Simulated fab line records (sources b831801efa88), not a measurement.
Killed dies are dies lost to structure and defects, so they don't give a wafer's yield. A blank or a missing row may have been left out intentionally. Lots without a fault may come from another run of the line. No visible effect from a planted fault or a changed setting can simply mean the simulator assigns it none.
Which of the tools did it?    flow gf180mcu    24 lots, 72 wafers sampled, at 6 steps of a route of 602

== WHAT THE GAUGES SHOWED, per wafer ==
GF_M2_THK_MEAS_06: measures by xrf.
lot   measured      on             M2_ALCU_THK (nm)
L074  day 18 03:44  film_metro-04  458 456 454
L075  day 18 08:55  film_metro-01  461 467 456
L076  day 18 20:40  film_metro-03  449 458 454
L077  day 19 12:31  film_metro-01  443 452 449
L078  day 19 17:47  film_metro-04  450 452 454
L079  day 20 02:59  film_metro-01  453 452 460
L080  day 20 16:38  film_metro-03  448 449 450
L081  day 20 19:31  film_metro-03  451 453 457
L082  day 21 10:28  film_metro-04  447 451 448
L083  day 21 17:33  film_metro-03  452 452 452
L084  day 22 00:55  film_metro-03  448 449 453
L085  day 22 09:54  film_metro-01  450 450 453
L086  day 22 22:09  film_metro-03  444 450 443
L087  day 23 01:19  film_metro-01  460 458 456
L088  day 23 05:07  film_metro-01  455 459 457
L089  day 23 20:44  film_metro-01  461 455 454
L090  day 24 02:59  film_metro-03  462 461 462
L091  day 24 08:49  film_metro-03  456 458 452
L092  day 24 14:43  film_metro-04  452 455 449
L093  day 24 22:55  film_metro-04  451 449 448
L094  day 25 15:01  film_metro-01  459 460 459
L095  day 25 15:15  film_metro-01  460 461 459
L096  day 26 00:52  film_metro-01  464 456 460
L097  day 26 02:01  film_metro-04  443 451 449

GF_V4_BOW_MEAS_05.
lot   measured      on             V4_BOW (um)
L074  day 23 09:10  film_metro-02  133 139 142
L075  day 23 13:49  film_metro-02  137 131 136
L076  day 24 01:10  film_metro-04  150 126 135
L077  day 24 16:44  film_metro-01  128 130 134
L078  day 24 22:04  film_metro-02  148 151 149
L079  day 25 05:25  film_metro-01  128 136 140
L080  day 25 18:34  film_metro-01  137 127 133
L081  day 25 23:16  film_metro-04  130 138 135
L082  day 26 09:19  film_metro-04  160 174 163
L083  day 26 17:15  film_metro-02  135 126 125
L084  day 26 23:54  film_metro-01  134 137 132
L085  day 27 07:14  film_metro-04  123 122 125
L086  day 27 18:22  film_metro-04  143 133 136
L087  day 27 20:39  film_metro-02  129 142 124
L088  day 28 00:09  film_metro-02  146 135 129
L089  day 28 12:41  film_metro-01  131 131 119
L090  day 28 18:26  film_metro-01  129 125 144
L091  day 29 00:59  film_metro-02  132 137 150
L092  day 29 02:50  film_metro-04  122 145 137
L093  day 29 14:07  film_metro-01  136 146 139
L094  day 30 00:26  film_metro-04  151 142 144
L095  day 30 01:53  film_metro-02  142 147 145
L096  day 30 10:56  film_metro-02  150 142 150
L097  day 30 11:40  film_metro-01  149 133 158

GF_PASSIVATION_THK_MEAS_01.
lot   measured      on             PASSIVATION_CVD_00_THK (nm)
L074  day 28 00:38  film_metro-04  983 1005 1001
L075  day 28 05:03  film_metro-02  986 993 987
L076  day 28 14:15  film_metro-04  972 1000 993
L077  day 29 05:32  film_metro-02  985 988 1002
L078  day 29 11:32  film_metro-02  991 980 994
L079  day 29 18:22  film_metro-02  983 1007 1006
L080  day 30 04:04  film_metro-02  969 988 995
L081  day 30 06:37  film_metro-02  997 1013 1007
L082  day 30 18:14  film_metro-02  999 999 1006
L083  day 31 00:19  film_metro-04  980 993 995
L084  day 31 06:29  film_metro-04  989 984 1012
L085  day 31 11:09  film_metro-02  978 989 1007
L086  day 31 20:52  film_metro-04  990 975 992
L087  day 31 21:47  film_metro-01  988 1017 1018
L088  day 32 04:19  film_metro-02  996 997 1010
L089  day 32 12:45  film_metro-02  990 1003 1008
L090  day 32 18:33  film_metro-01  989 976 1007
L091  day 33 00:00  film_metro-04  991 1001 1007
L092  day 33 01:25  film_metro-04  994 1005 992
L093  day 33 09:30  film_metro-01  994 999 999
L094  day 33 19:01  film_metro-04  988 975 1003
L095  day 33 20:22  film_metro-02  997 1010 997
L096  day 34 03:33  film_metro-01  999 1001 1005
L097  day 34 03:58  film_metro-01  1000 999 1011

== WHICH TOOL RAN EACH LOT (tool, then ch and the chambers of the sampled wafers, then the start) ==
lot   GF_M4_SPUTTER_04              GF_MIM_SPUTTER_08             GF_TOP_METAL_STRIP_17
L074  pvd_sputter-04, day 22 08:48  pvd_sputter-04, day 24 08:56  plasma_asher-03 ch 0,1, day 28 00:01
L075  pvd_sputter-04, day 22 14:14  pvd_sputter-04, day 24 14:19  plasma_asher-02 ch 0,1, day 28 04:26
L076  pvd_sputter-03, day 23 01:57  pvd_sputter-01, day 25 01:30  plasma_asher-02 ch 0,1, day 28 13:37
L077  pvd_sputter-04, day 23 17:13  pvd_sputter-04, day 25 16:50  plasma_asher-03 ch 0,1, day 29 04:55
L078  pvd_sputter-03, day 23 22:43  pvd_sputter-02, day 26 00:31  plasma_asher-04 ch 0,1, day 29 10:34
L079  pvd_sputter-03, day 24 06:10  pvd_sputter-01, day 26 04:10  plasma_asher-02 ch 0,1, day 29 17:43
L080  pvd_sputter-03, day 24 19:58  pvd_sputter-04, day 26 18:01  plasma_asher-03 ch 0,1, day 30 03:25
L081  pvd_sputter-03, day 24 20:42  pvd_sputter-04, day 26 21:01  plasma_asher-04 ch 0, day 30 06:01
L082  pvd_sputter-04, day 25 12:11  pvd_sputter-02, day 27 07:16  plasma_asher-02 ch 0,1, day 30 17:35
L083  pvd_sputter-04, day 25 18:13  pvd_sputter-04, day 27 15:26  plasma_asher-02 ch 0,1, day 30 23:37
L084  pvd_sputter-02, day 26 01:14  pvd_sputter-02, day 27 22:01  plasma_asher-04 ch 1, day 31 05:52
L085  pvd_sputter-03, day 26 08:53  pvd_sputter-04, day 28 04:48  plasma_asher-03 ch 0,1, day 31 10:33
L086  pvd_sputter-02, day 26 21:34  pvd_sputter-01, day 28 15:38  plasma_asher-04 ch 0,1, day 31 20:13
L087  pvd_sputter-03, day 26 23:14  pvd_sputter-04, day 28 18:13  plasma_asher-02 ch 0,1, day 31 21:08
L088  pvd_sputter-04, day 27 02:52  pvd_sputter-02, day 29 00:44  plasma_asher-02 ch 0,1, day 32 03:40
L089  pvd_sputter-03, day 27 15:40  pvd_sputter-04, day 29 09:12  plasma_asher-02 ch 0,1, day 32 11:59
L090  pvd_sputter-04, day 27 21:52  pvd_sputter-01, day 29 16:06  plasma_asher-04 ch 0, day 32 17:55
L091  pvd_sputter-03, day 28 02:28  pvd_sputter-04, day 29 21:32  plasma_asher-04 ch 0,1, day 32 23:22
L092  pvd_sputter-02, day 28 06:09  pvd_sputter-01, day 29 23:21  plasma_asher-04 ch 0,1, day 33 00:42
L093  pvd_sputter-03, day 28 17:23  pvd_sputter-01, day 30 10:25  plasma_asher-03 ch 0,1, day 33 08:49
L094  pvd_sputter-02, day 29 04:02  pvd_sputter-04, day 30 20:13  plasma_asher-03 ch 1, day 33 18:22
L095  pvd_sputter-04, day 29 05:18  pvd_sputter-02, day 30 21:46  plasma_asher-04 ch 0,1, day 33 19:43
L096  pvd_sputter-03, day 29 14:39  pvd_sputter-01, day 31 06:34  plasma_asher-02 ch 0,1, day 34 02:55
L097  pvd_sputter-04, day 29 15:41  pvd_sputter-01, day 31 07:45  plasma_asher-04 ch 0,1, day 34 03:17
- GF_M4_SPUTTER_04: material TiN, target thk 50 nm, time 41.7 s.
- GF_MIM_SPUTTER_08: material AlCu, target thk 200 nm, time 10.6 s.
- GF_TOP_METAL_STRIP_17: strips in O2/N2.

== WHAT THE TOOLS THEMSELVES READ (means of the sampled wafers that have a number; where no wafer has one, the mark that the record gives instead) ==
GF_M4_SPUTTER_04.
lot   tool            throttle_valve_pct (%)
L074  pvd_sputter-04  29.2
L075  pvd_sputter-04  30.5
L076  pvd_sputter-03  30.4
L077  pvd_sputter-04  29.7
L078  pvd_sputter-03  29.6
L079  pvd_sputter-03  29.8
L080  pvd_sputter-03  29.6
L081  pvd_sputter-03  29.7
L082  pvd_sputter-04  30.4
L083  pvd_sputter-04  30.2
L084  pvd_sputter-02  31.0
L085  pvd_sputter-03  29.2
L086  pvd_sputter-02  30.0
L087  pvd_sputter-03  29.7
L088  pvd_sputter-04  30.3
L089  pvd_sputter-03  30.4
L090  pvd_sputter-04  30.0
L091  pvd_sputter-03  30.0
L092  pvd_sputter-02  30.1
L093  pvd_sputter-03  30.3
L094  pvd_sputter-02  30.1
L095  pvd_sputter-04  30.4
L096  pvd_sputter-03  31.4
L097  pvd_sputter-04  30.4

GF_MIM_SPUTTER_08.
lot   tool            throttle_valve_pct (%)
L074  pvd_sputter-04  29.9
L075  pvd_sputter-04  29.9
L076  pvd_sputter-01  30.6
L077  pvd_sputter-04  30.5
L078  pvd_sputter-02  30.7
L079  pvd_sputter-01  30.0
L080  pvd_sputter-04  30.6
L081  pvd_sputter-04  30.0
L082  pvd_sputter-02  30.7
L083  pvd_sputter-04  29.8
L084  pvd_sputter-02  30.6
L085  pvd_sputter-04  30.2
L086  pvd_sputter-01  30.1
L087  pvd_sputter-04  29.8
L088  pvd_sputter-02  30.3
L089  pvd_sputter-04  29.5
L090  pvd_sputter-01  30.5
L091  pvd_sputter-04  30.0
L092  pvd_sputter-01  30.1
L093  pvd_sputter-01  30.2
L094  pvd_sputter-04  29.6
L095  pvd_sputter-02  31.0
L096  pvd_sputter-01  30.6
L097  pvd_sputter-01  31.4

GF_TOP_METAL_STRIP_17.
lot   tool             drypump_motor_current_A (A)  heater_power_w (W)  oes_product_au (a.u.)  strip_time_to_endpoint_s (s)
L074  plasma_asher-03  5.3                          315                 0.710                  13.53
L075  plasma_asher-02  6.4                          316                 0.710                  13.38
L076  plasma_asher-02  6.4                          316                 0.707                  13.47
L077  plasma_asher-03  5.3                          315                 0.714                  13.54
L078  plasma_asher-04  5.6                          350                 0.709                  13.44
L079  plasma_asher-02  6.4                          313                 0.710                  13.42
L080  plasma_asher-03  5.3                          311                 0.710                  13.53
L081  plasma_asher-04  4.8                          350                 0.707                  13.51
L082  plasma_asher-02  6.4                          312                 0.710                  13.50
L083  plasma_asher-02  6.4                          314                 0.710                  13.47
L084  plasma_asher-04  6.1                          354                 0.709                  13.48
L085  plasma_asher-03  5.3                          311                 0.714                  13.60
L086  plasma_asher-04  5.7                          351                 0.710                  13.55
L087  plasma_asher-02  6.2                          300                 0.712                  13.46
L088  plasma_asher-02  6.2                          298                 0.711                  13.57
L089  plasma_asher-02  6.4                          318                 0.713                  13.55
L090  plasma_asher-04  4.9                          352                 0.710                  13.47
L091  plasma_asher-04  5.6                          351                 0.710                  13.46
L092  plasma_asher-04  5.3                          351                 0.712                  13.53
L093  plasma_asher-03  5.3                          314                 0.708                  13.49
L094  plasma_asher-03  5.4                          310                 0.714                  13.55
L095  plasma_asher-04  5.6                          350                 0.711                  13.52
L096  plasma_asher-02  6.4                          315                 0.711                  13.59
L097  plasma_asher-04  5.6                          349                 0.714                  13.53

== THE ANSWER, worked out from the rows above alone ==
Rule: the lots themselves supply what counts as usual. Put in order of their means at a reading, lots are off if they are a third of the lots or fewer, leave a main group of 4 or more, and stand apart from it by a gap of 3 or more times the standard deviation of the main group's means; of several such gaps the widest counts. The tables above print the reading to a certain number of digits; a main group whose means all agree to those digits is not used. A lot without any number at a reading at which 4 lots or more have one is off too. Where the step has rows for the other lots, those lots are counted as sound. The gauges are gone through in route order, then the tools' own readings, and for those a lot's mean is taken as printed above. The first step at which some lot is off is used, and at that step the reading that is off furthest; a lot without a number counts as furthest.
None of the lots is off at any reading shown; this tells nothing.

== WHAT THE SIMULATOR HAD PUT IN ==
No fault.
